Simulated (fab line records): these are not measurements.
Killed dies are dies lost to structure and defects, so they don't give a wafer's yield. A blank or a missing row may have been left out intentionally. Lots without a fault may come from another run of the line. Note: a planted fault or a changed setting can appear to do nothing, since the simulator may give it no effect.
What tool caused it? + flow gf180mcu + 15 lots, 45 wafers sampled, at 4 steps of a route of 602

== WHAT THE GAUGES READ, wafer by wafer ==
GF_PASSIVATION_THK_MEAS_01.
| lot  | measured     | on            | PASSIVATION_CVD_00_THK (nm) |
|------|--------------|---------------|-----------------------------|
| L477 | day 27 16:50 | film metro-04 | 1026 982 1021               |
| L478 | day 28 01:43 | film metro-01 | 981 974 991                 |
| L480 | day 29 12:47 | film metro-03 | 1017 1022 1018              |
| L482 | day 29 13:41 | film metro-04 | 1004 1013 1031              |
| L481 | day 29 15:41 | film metro-03 | 993 997 992                 |
| L483 | day 29 20:36 | film metro-04 | 983 1009 1006               |
| L484 | day 30 08:58 | film metro-04 | 967 988 983                 |
| L485 | day 30 13:55 | film metro-01 | 1011 1010 1023              |
| L486 | day 31 00:52 | film metro-04 | 990 995 995                 |
| L487 | day 31 10:19 | film metro-04 | 1001 991 1010               |
| L488 | day 31 13:01 | film metro-01 | 991 979 988                 |
| L490 | day 31 22:04 | film metro-01 | 988 1005 1009               |
| L495 | day 33 05:46 | film metro-04 | 975 986 995                 |
| L496 | day 33 11:11 | film metro-04 | 1020 1002 1005              |
| L497 | day 33 17:20 | film metro-03 | 999 1020 1015               |

GF_PASSIVATION_BOW_MEAS_14.
| lot  | measured     | on            | PASSIVATION_BOW (um) |
|------|--------------|---------------|----------------------|
| L477 | day 28 14:31 | film metro-04 | 116 121 130          |
| L478 | day 29 00:08 | film metro-01 | 129 123 127          |
| L480 | day 30 10:08 | film metro-01 | 141 132 145          |
| L482 | day 30 11:08 | film metro-04 | 127 125 129          |
| L481 | day 30 12:41 | film metro-03 | 142 146 141          |
| L483 | day 30 18:05 | film metro-03 | 127 126 138          |
| L484 | day 31 04:53 | film metro-04 | 127 119 117          |
| L485 | day 31 10:02 | film metro-04 | 140 125 136          |
| L486 | day 31 20:23 | film metro-03 | 124 130 134          |
| L487 | day 32 05:34 | film metro-04 | 161 157 149          |
| L488 | day 32 08:32 | film metro-01 | 130 142 135          |
| L490 | day 32 16:58 | film metro-01 | 154 153 150          |
| L495 | day 33 23:17 | film metro-01 | 149 152 161          |
| L496 | day 34 04:38 | film metro-01 | 139 139 154          |
| L497 | day 34 10:26 | film metro-03 | 134 137 137          |

== WHAT TOOL EACH LOT RAN ON (gives the tool, then ch and the chambers of the sampled wafers, and finally the start) ==
| lot  | GF_DUAL_GATE_OXIDATION_15     | GF_PASSIVATION_CVD_02           |
|------|-------------------------------|---------------------------------|
| L477 | furnace-02 ch 0, day 8 02:54  | pecvd-01 ch 0,2, day 27 16:53   |
| L478 | furnace-01 ch 0, day 8 08:07  | pecvd-03 ch 0,1, day 28 01:46   |
| L480 | furnace-01 ch 0, day 9 15:21  | pecvd-03 ch 0,1, day 29 12:51   |
| L482 | furnace-02 ch 0, day 9 17:37  | pecvd-03 ch 0,1, day 29 13:44   |
| L481 | furnace-02 ch 0, day 9 19:10  | pecvd-03 ch 0,1, day 29 15:44   |
| L483 | furnace-01 ch 0, day 10 00:59 | pecvd-03 ch 1, day 29 20:40     |
| L484 | furnace-02 ch 0, day 10 12:36 | pecvd-04 ch 0,1,2, day 30 09:01 |
| L485 | furnace-01 ch 0, day 10 18:38 | pecvd-01 ch 0,1,2, day 30 13:58 |
| L486 | furnace-02 ch 0, day 11 05:11 | pecvd-04 ch 0,1,2, day 31 00:55 |
| L487 | furnace-01 ch 0, day 11 14:12 | pecvd-01 ch 0,1,2, day 31 10:23 |
| L488 | furnace-02 ch 0, day 11 18:38 | pecvd-01 ch 1,2, day 31 13:05   |
| L490 | furnace-01 ch 0, day 12 05:50 | pecvd-04 ch 0,1,2, day 31 22:07 |
| L495 | furnace-02 ch 0, day 13 16:47 | pecvd-04 ch 0,1,2, day 33 05:50 |
| L496 | furnace-02 ch 0, day 14 01:46 | pecvd-01 ch 0,1,2, day 33 11:21 |
| L497 | furnace-02 ch 0, day 14 09:31 | pecvd-03 ch 0,1, day 33 17:23   |
- GF_DUAL_GATE_OXIDATION_15: stabilise 600 s, purge 300 s, target thk 7.098 nm.
- GF_PASSIVATION_CVD_02: deposits Si3N4, target thk 700 nm, time 486.18 s.

== AS READ BY THE TOOLS THEMSELVES (means over the sampled wafers that have a number; for cases with no such wafer, the mark the record gives instead) ==
GF_PASSIVATION_CVD_02.
| lot  | tool     | heater power w (W) |
|------|----------|--------------------|
| L477 | pecvd-01 | 615                |
| L478 | pecvd-03 | 742                |
| L480 | pecvd-03 | 820                |
| L482 | pecvd-03 | 825                |
| L481 | pecvd-03 | 839                |
| L483 | pecvd-03 | 800                |
| L484 | pecvd-04 | 718                |
| L485 | pecvd-01 | 596                |
| L486 | pecvd-04 | 703                |
| L487 | pecvd-01 | 668                |
| L488 | pecvd-01 | 673                |
| L490 | pecvd-04 | 704                |
| L495 | pecvd-04 | 711                |
| L496 | pecvd-01 | 663                |
| L497 | pecvd-03 | 776                |

== THE ANSWER, worked out from the rows above alone ==
Rule: the lots themselves supply what counts as usual. Put in order of their means at a reading, lots are off if they are a third of the lots or fewer, leave a main group of 4 or more, and stand apart from it by a gap of 3 or more times the standard deviation of the main group's means; of several such gaps the widest counts. The tables above print the reading to a certain number of digits; a main group whose means all agree to those digits is not used. Also off: a lot with no number at a reading for which 4 or more lots have one. Any other lot the step has rows for is counted as sound. The gauges are gone through in route order, then the tools' own readings, and for those a lot's mean is taken as printed above. The first step at which some lot is off is used, and at that step the reading that is off furthest; a lot without a number counts as furthest.
None of the lots is off at any reading shown; this tells nothing.

== WHAT WAS PUT IN BY THE SIMULATOR ==
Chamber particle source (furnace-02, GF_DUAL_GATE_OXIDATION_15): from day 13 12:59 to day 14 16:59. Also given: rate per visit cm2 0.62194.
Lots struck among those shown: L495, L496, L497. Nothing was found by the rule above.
